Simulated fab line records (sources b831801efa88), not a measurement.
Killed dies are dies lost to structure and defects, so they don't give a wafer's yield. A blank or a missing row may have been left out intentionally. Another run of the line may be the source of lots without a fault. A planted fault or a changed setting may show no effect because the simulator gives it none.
fab line records	flow sky130
record: lots: 6	wafers: 16	last-day: 50
route steps=708 shown FIELD_ISO@29 NWELL@32 DNWELL@35 PWDE@45 PAD_OPEN@708
lots with no fault: from the same line, run without faults
start-h: hours from the record's opening day to when the first of the lot's shown wafers began	wait-h: hours since the lot's step before	" as in the row above	L1.1+2: a single row standing in for several wafers	- value missing, or start not given	* or withheld: withheld	< > ~ a bound
route shown NAME@n: a module of which the file shows steps, and the number in the route of the first	usual: average and standard deviation across the fault-free wafers	same: alike in all rows	chamber/n: place in a boat	sites: the reading at each site	_std_site: their standard deviation	_edge_site: the outer-site mean with the inner-site mean subtracted	radius-mm: for every site, how far away it sits from the centre of the wafer	mask NAME#n: copy n	behind: tool/chamber where the wafer was last shaped	hold: the reason the lot was held/the length of the hold in hours/how it ended	device: whichever transistor did not switch (one of n, p or np)	end of line: at the end of the route, the tests of the same wafers	a step given without rows: its recipe and nothing more	killed: dies lost to structure and defects at the first sort, not the wafer's yield	map: a wafer's dies, marking killed ones x, the rest . and places with no die _
set.NAME: the setting as run; set.NAME@STEP: as run at that earlier step	model.NAME: the simulator's own value behind a step, which no gauge read
a table for each step, a row for each wafer; lots at some steps of the route
services: a tool's chamber out of use, with start hour (start-h, from the record's first day; less than 0 if before it), hours out, and reason
== steps ==
step: SKY_FIELD_ISO_WET_ETCH_28
recipe: chemistry: dHF	target-depth-nm: 23.7	target: SiO2	dilution: 10:1	temp-c: 25	time-s: 47
step: SKY_FIELD_ISO_WET_ETCH_29
recipe: chemistry: H3PO4	target-depth-nm: 160	target: Si3N4	temp-c: 160	time-s: 1825
step: SKY_FIELD_ISO_WET_ETCH_30
recipe: chemistry: dHF	target-depth-nm: 25	target: SiO2	dilution: 10:1	temp-c: 25	time-s: 50
step: SKY_NWELL_CLEAN_00
recipe: chemistry: SC1/SC2	mix: 1:4:20	temp-c: 70	time-s: 150	dry: n2-spin
step: SKY_NWELL_OXIDATION_01
recipe: temp-c: 900	ambient: O2	stabilise-s: 600	purge-s: 300	target-thk-a: 100	ox-time-s: 1418
step: SKY_NWELL_THK_MEAS_02
recipe: reads: SiO2_of_NWELL_OXIDATION_01
usual: NWELL_OXIDATION_THK: 9.99/0.23
lot.wafer	tool	chamber	start-h	wait-h	NWELL_OXIDATION_THK[nm]
L450.1	film-metro-02	-	47.21	0.0	10.00
L450.2	"	-	"	"	9.97
L450.5	"	-	"	"	9.87
L452.4	film-metro-04	-	53.71	0.0	9.79
L452.5	"	-	"	"	9.59
L452.6	"	-	"	"	9.75
L459.2	film-metro-02	-	88.89	0.0	9.77
L459.3	"	-	"	"	9.57
L461.2	film-metro-04	-	98.29	0.0	9.97
L461.3	"	-	"	"	9.84
L467.2	film-metro-03	-	128.39	0.0	9.90
L467.3	"	-	"	"	10.01
L467.4	"	-	"	"	9.73
L471.3	film-metro-02	-	153.30	0.0	10.27
L471.5	"	-	"	"	10.42
L471.6	"	-	"	"	10.40
step: SKY_DNWELL_DEHYDRATE_00
recipe: temp-c: 200	time-s: 60
step: SKY_DNWELL_HMDS_01
recipe: prime-time-s: 60	prime-temp-c: 120
step: SKY_DNWELL_COAT_02
recipe: spin-rpm: 2000	resist-thk-nm: 3000
step: SKY_DNWELL_SOFTBAKE_03
recipe: temp-c: 110	time-s: withheld
step: SKY_DNWELL_EXPOSE_04
recipe: mask-id: DNM	na: 0.57	target-cd-nm: 3000	dose-mj: 222
step: SKY_DNWELL_PEB_05
recipe: temp-c: 115	time-s: withheld
step: SKY_DNWELL_DEVELOP_06
recipe: wall-angle-deg: 90	developer: TMAH	develop-time-s: 60	dev-temp-c: 23
lot.wafer	tool	chamber	start-h	wait-h
L450.1+2+5	litho-track-01	0	61	-
L452.4+5+6	litho-track-04	0	69	-
L459.2+3	litho-track-01	0	106	-
L461.2+3	litho-track-01	0	116	-
L467.2+3+4	litho-track-02	0	146	-
L471.3+5+6	litho-track-04	0	173	-
step: SKY_DNWELL_IMPLANT_07
recipe: species: P	energy-kev: withheld	dose-cm2: withheld	tilt-deg: withheld
step: SKY_DNWELL_STRIP_08
recipe: chemistry: O2/N2	power-w: 1400	pressure-mtorr: 1500	platen-temp-c: withheld	o2-flow-sccm: 3000	n2-flow-sccm: 300	overash-fraction: 0.5
usual: drypump-motor-current-A: 5.95/0.25	o2-flow-sccm: 2999/8.3	oes-product-au: 0.723/0.0044	strip-time-to-endpoint-s: 36.99/0.11
same: overash-fraction: 0.5
lot.wafer	tool	chamber	start-h	wait-h	drypump-motor-current-A	o2-flow-sccm	oes-product-au	rf-hours-counter-h	strip-time-to-endpoint-s
L450.1	plasma-asher-01	0	62.21	0.1	5.90	3003	0.721	38	36.95
L450.2	"	1	"	"	6.23	3008	0.720	38	36.93
L450.5	"	1	"	"	6.23	3004	0.723	-	36.90
L452.4	plasma-asher-03	0	69.54	0.1	6.07	2997	0.715	-	36.93
L452.5	"	0	"	"	6.10	2995	0.720	-	36.97
L452.6	"	1	"	"	5.31	2997	0.723	-	36.86
L459.2	plasma-asher-01	1	106.99	0.1	6.23	3003	0.722	42	36.97
L459.3	"	1	"	"	6.22	2999	0.725	-	36.88
L461.2	plasma-asher-03	0	116.54	0.1	6.08	2998	0.730	46	37.03
L461.3	"	1	"	"	5.31	2997	0.723	-	36.95
L467.2	plasma-asher-03	0	146.49	0.1	6.07	3002	0.715	49	37.06
L467.3	"	0	"	"	6.06	3004	0.728	-	37.06
L467.4	"	1	"	"	5.31	3005	0.730	-	37.05
L471.3	plasma-asher-04	1	173.54	0.1	6.01	2988	0.721	-	36.98
L471.5	"	0	"	"	5.73	2985	0.726	-	37.02
L471.6	"	1	"	"	6.02	2991	0.723	-	37.13
step: SKY_DNWELL_TW_MEAS_09
usual: DNWELL_TW: 1111/7.9
lot.wafer	tool	chamber	start-h	wait-h	DNWELL_TW
L450.1	film-metro-03	-	62.31	0.1	1109
L450.2	"	-	"	"	1107
L450.5	"	-	"	"	1106
L452.4	film-metro-02	-	69.64	0.1	1107
L452.5	"	-	"	"	1106
L452.6	"	-	"	"	1108
L459.2	film-metro-02	-	107.10	0.1	515
L459.3	"	-	"	"	1098
L461.2	film-metro-02	-	116.65	0.1	514
L461.3	"	-	"	"	1108
L467.2	film-metro-02	-	146.60	0.1	1104
L467.3	"	-	"	"	1099
L467.4	"	-	"	"	1104
L471.3	film-metro-03	-	173.63	0.1	1121
L471.5	"	-	"	"	1127
L471.6	"	-	"	"	1121
step: SKY_PWDE_DEHYDRATE_00
recipe: temp-c: 200	time-s: 60
step: SKY_PAD_OPEN_PROBE_99
usual: killed_at_M0_to_M3: 43/7.3	killed_at_M4_up: 3.1/1.7	killed-at-contacts: 25/5.3	killed-at-front-end: 15/4.3	killed-at-other: 0.2/0.54	killed-dies: 87/10	killed-on-rim: 17/3.9	killed-open: 48/7.6	killed-short: 38/6.1
same: gross-dies: 492	killed-at-back-side: 0
lot.wafer	tool	chamber	start-h	wait-h	killed_at_M0_to_M3	killed_at_M4_up	killed-at-contacts	killed-at-front-end	killed-at-other	killed-dies	killed-on-rim	killed-open	killed-short
L452.4	prober-01	-	1094.82	0.2	26	3	35	15	0	79	11	35	44
L452.5	prober-01	-	1094.87	0.2	24	4	23	21	0	72	18	40	32
L452.6	prober-01	-	1094.92	0.2	41	2	18	12	0	73	13	42	31
L459.2	prober-01	-	1145.58	0.1	37	6	20	429	0	492	96	40	37
L461.2	prober-02	-	1150.12	0.1	38	2	22	430	0	492	96	45	32
L461.3	prober-02	-	1150.17	0.2	48	3	18	16	1	86	17	52	34
L467.2	prober-02	-	1177.68	0.1	45	5	28	10	1	89	16	45	44
L467.3	prober-02	-	1177.73	0.2	45	3	24	20	1	93	21	50	43
L467.4	prober-02	-	1177.78	0.2	41	4	27	14	1	87	15	47	40
killed by level:class
L452.4 CONTACT:geometric-particle:open=12 LI_CONTACT:geometric-particle:open=8 METAL1:geometric-particle:short=8 CONTACT:geometric-particle:short=7 LOCAL_INTERCONNECT:geometric-particle:short=6 METAL2:geometric-particle:short=5 POLY_GATE:geometric-particle:short=5 POLY_GATE:geometric-particle:open=5
L452.5 CONTACT:geometric-particle:open=9 LI_CONTACT:geometric-particle:open=8 POLY_GATE:geometric-particle:short=7 VIA1:geometric-particle:open=6 FIELD_ISO:geometric-particle:short=5 CONTACT:geometric-particle:short=4 FIELD_ISO:geometric-particle:open=3 POLY_GATE:geometric-particle:open=3
L452.6 VIA1:geometric-particle:open=11 CONTACT:geometric-particle:open=9 VIA3:geometric-particle:open=8 VIA1:geometric-particle:short=6 LOCAL_INTERCONNECT:geometric-particle:short=4 VIA2:geometric-particle:open=4 FIELD_ISO:geometric-particle:open=3 POLY_GATE:geometric-particle:short=3
L459.2 DNWELL:area-develop=415 VIA1:geometric-particle:short=9 VIA1:geometric-particle:open=8 CONTACT:geometric-particle:open=7 FIELD_ISO:geometric-particle:short=5 METAL1:geometric-particle:short=5 LI_CONTACT:geometric-particle:open=5 VIA3:geometric-particle:open=5
L461.2 DNWELL:area-develop=413 VIA1:geometric-particle:open=8 POLY_GATE:geometric-particle:short=7 LI_CONTACT:geometric-particle:open=7 VIA3:geometric-particle:open=6 CONTACT:geometric-particle:open=6 CONTACT:geometric-particle:short=6 VIA2:geometric-particle:open=6
L461.3 VIA1:geometric-particle:open=13 METAL2:geometric-particle:short=8 CONTACT:geometric-particle:open=7 POLY_GATE:geometric-particle:open=6 VIA3:geometric-particle:open=6 FIELD_ISO:geometric-particle:short=5 METAL2:geometric-particle:open=5 LI_CONTACT:geometric-particle:open=4
L467.2 VIA1:geometric-particle:open=10 CONTACT:geometric-particle:open=9 LI_CONTACT:geometric-particle:open=8 VIA1:geometric-particle:short=8 VIA2:geometric-particle:open=6 METAL4:geometric-particle:short=5 METAL2:geometric-particle:short=5 VIA3:geometric-particle:open=5
L467.3 VIA2:geometric-particle:open=9 VIA1:geometric-particle:open=7 CONTACT:geometric-particle:open=7 FIELD_ISO:geometric-particle:short=6 FIELD_ISO:geometric-particle:open=5 VIA3:geometric-particle:open=5 CONTACT:geometric-particle:short=5 METAL2:geometric-particle:open=5
L467.4 VIA1:geometric-particle:open=11 LI_CONTACT:geometric-particle:open=9 LOCAL_INTERCONNECT:geometric-particle:short=6 CONTACT:geometric-particle:open=6 VIA1:geometric-particle:short=6 VIA3:geometric-particle:open=6 FIELD_ISO:geometric-particle:short=4 POLY_GATE:geometric-particle:open=4
map L459.2 (x killed, . not)
__________xxxxxxxxxx_________
________xxxxxxxxxxxxxx_______
______xxxxxxxxxxxxxxxxxx_____
_____xxxxxxxxxxxxxxxxxxxx____
____xxxxxxxxxxxxxxxxxxxxxx___
___xxxxxxxxxxxxxxxxxxxxxxxx__
__xxxxxxxxxxxxxxxxxxxxxxxxxx_
_xxxxxxxxxxxxxxxxxxxxxxxxxxxx
_xxxxxxxxxxxxxxxxxxxxxxxxxxxx
_xxxxxxxxxxxxxxxxxxxxxxxxxxxx
_xxxxxxxxxxxxxxxxxxxxxxxxxxxx
_xxxxxxxxxxxxxxxxxxxxxxxxxxxx
_xxxxxxxxxxxxxxxxxxxxxxxxxxxx
_xxxxxxxxxxxxxxxxxxxxxxxxxxxx
_xxxxxxxxxxxxxxxxxxxxxxxxxxxx
__xxxxxxxxxxxxxxxxxxxxxxxxxx_
___xxxxxxxxxxxxxxxxxxxxxxxx__
____xxxxxxxxxxxxxxxxxxxxxx___
_____xxxxxxxxxxxxxxxxxxxx____
______xxxxxxxxxxxxxxxxxx_____
________xxxxxxxxxxxxxx_______
__________xxxxxxxxxx_________
map L461.2 (x killed, . not)
__________xxxxxxxxxx_________
________xxxxxxxxxxxxxx_______
______xxxxxxxxxxxxxxxxxx_____
_____xxxxxxxxxxxxxxxxxxxx____
____xxxxxxxxxxxxxxxxxxxxxx___
___xxxxxxxxxxxxxxxxxxxxxxxx__
__xxxxxxxxxxxxxxxxxxxxxxxxxx_
_xxxxxxxxxxxxxxxxxxxxxxxxxxxx
_xxxxxxxxxxxxxxxxxxxxxxxxxxxx
_xxxxxxxxxxxxxxxxxxxxxxxxxxxx
_xxxxxxxxxxxxxxxxxxxxxxxxxxxx
_xxxxxxxxxxxxxxxxxxxxxxxxxxxx
_xxxxxxxxxxxxxxxxxxxxxxxxxxxx
_xxxxxxxxxxxxxxxxxxxxxxxxxxxx
_xxxxxxxxxxxxxxxxxxxxxxxxxxxx
__xxxxxxxxxxxxxxxxxxxxxxxxxx_
___xxxxxxxxxxxxxxxxxxxxxxxx__
____xxxxxxxxxxxxxxxxxxxxxx___
_____xxxxxxxxxxxxxxxxxxxx____
______xxxxxxxxxxxxxxxxxx_____
________xxxxxxxxxxxxxx_______
__________xxxxxxxxxx_________
== services ==
tool	chamber	start-h	hours	kind
plasma-asher-01	-	72.54	1.5	repair
litho-track-01	-	73.45	-	consumable-replace:filter
litho-track-01	-	94.03	-	consumable-replace:filter
plasma-asher-03	-	162.68	1.5	repair
== key ==
first-sign: step: SKY_DNWELL_TW_MEAS_09	reading: DNWELL_TW	direction: down	sigmas: 76	usual: 1111	struck: 515
effect: step: SKY_PAD_OPEN_PROBE_99	reading: killed-at-front-end	direction: up	sigmas: 97	usual: 15	struck: 430
more-kills-born-at: SKY_DNWELL_DEVELOP_06@litho-track-01: 828
met-at SKY_DNWELL_DEVELOP_06
struck-wafers L459.2,L461.2
tester-left-out L459,L461
onset-between 61 106
fault: kind: process-parameter-drift	tool: litho-track-01	chamber: -	onset-h: 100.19	steps: SKY_DNWELL_DEVELOP_06	channel: develop-time-s	offset: *	shape: step	end-h: 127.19	scope: struck-wafers-only	acts-in: *	stated: *
tester-left-out: of these lots the tester's yield and bins aren't shown, on N5 and GAA mostly nor the transistor test; their killed dies are dies lost to structure and defects alone, not to doping, threshold or leakage, so they don't give the yield
